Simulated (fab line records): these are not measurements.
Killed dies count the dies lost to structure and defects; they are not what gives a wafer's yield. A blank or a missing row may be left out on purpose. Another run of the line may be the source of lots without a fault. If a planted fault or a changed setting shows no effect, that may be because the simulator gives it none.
Which tool did it?    flow gf180mcu    42 wafers from 14 lots sampled at 2 of the route's 602 steps

== WHAT THE GAUGES SHOWED, per wafer ==
GF_M3_CD_MEAS_14 targets a cd of 280 nm.
lot   measured      on         cd_nm (nm)
L593  day 21 02:21  cd_sem-02  278.0 277.8 278.4
L594  day 21 16:26  cd_sem-01  279.2 278.8 279.7
L595  day 21 22:21  cd_sem-01  278.5 278.1 280.1
L596  day 22 07:40  cd_sem-01  281.1 280.7 280.2
L597  day 22 20:21  cd_sem-01  279.3 280.1 279.5
L598  day 23 09:32  cd_sem-01  278.7 279.5 279.6
L600  day 24 01:45  cd_sem-01  281.4 282.9 283.4
L605  day 25 13:54  cd_sem-01  279.6 280.4 280.3
L606  day 25 22:50  cd_sem-01  278.9 280.1 279.8
L607  day 26 04:41  cd_sem-02  281.6 281.2 281.9
L609  day 26 18:53  cd_sem-01  279.3 279.6 278.6
L611  day 27 12:13  cd_sem-01  279.4 279.8 279.4
L613  day 27 20:36  cd_sem-01  282.2 282.9 282.6
L615  day 28 11:58  cd_sem-01  280.2 280.8 280.9

== WHICH TOOL RAN EACH LOT (tool, then ch and the chambers of the sampled wafers, then the start) ==
lot   GF_M3_SPUTTER_02
L593  pvd_sputter-03, day 20 02:39
L594  pvd_sputter-03, day 20 17:11
L595  pvd_sputter-04, day 20 22:38
L596  pvd_sputter-02, day 21 08:23
L597  pvd_sputter-02, day 21 21:11
L598  pvd_sputter-02, day 22 10:29
L600  pvd_sputter-04, day 23 04:08
L605  pvd_sputter-02, day 24 16:41
L606  pvd_sputter-04, day 25 01:08
L607  pvd_sputter-03, day 25 07:36
L609  pvd_sputter-03, day 25 22:00
L611  pvd_sputter-03, day 26 16:16
L613  pvd_sputter-04, day 27 00:44
L615  pvd_sputter-02, day 27 16:50
- GF_M3_SPUTTER_02: material AlCu, target thk 450 nm, time 23.9 s.

== AS READ BY THE TOOLS THEMSELVES (means over the sampled wafers that have a number; for cases with no such wafer, the mark the record gives instead) ==
GF_M3_SPUTTER_02.
lot   tool            throttle_valve_pct (%)
L593  pvd_sputter-03  30.6
L594  pvd_sputter-03  29.8
L595  pvd_sputter-04  29.8
L596  pvd_sputter-02  31.7
L597  pvd_sputter-02  29.3
L598  pvd_sputter-02  29.1
L600  pvd_sputter-04  29.3
L605  pvd_sputter-02  30.4
L606  pvd_sputter-04  29.4
L607  pvd_sputter-03  29.9
L609  pvd_sputter-03  30.0
L611  pvd_sputter-03  29.8
L613  pvd_sputter-04  29.5
L615  pvd_sputter-02  30.5

== THE ANSWER, worked out from the rows above alone ==
Rule: what is usual is taken from the lots themselves. Put in order of their means at a reading, lots are off if they are a third of the lots or fewer, leave a main group of 4 or more, and stand apart from it by a gap of 3 or more times the standard deviation of the main group's means; of several such gaps the widest counts. If all means in a main group match to the digits the tables above print for the reading, that group is not used. A lot without any number at a reading at which 4 lots or more have one is off too. Where the step has rows for the other lots, those lots are counted as sound. Order of review: gauges by route order, followed by the tools' own readings, for which a lot's mean as printed above is used. The first step at which some lot is off is used, and at that step the reading that is off furthest; a lot without a number counts as furthest.
Across all readings shown, no lot is off: no conclusion can be drawn from this.

== WHAT THE SIMULATOR HAD PUT IN ==
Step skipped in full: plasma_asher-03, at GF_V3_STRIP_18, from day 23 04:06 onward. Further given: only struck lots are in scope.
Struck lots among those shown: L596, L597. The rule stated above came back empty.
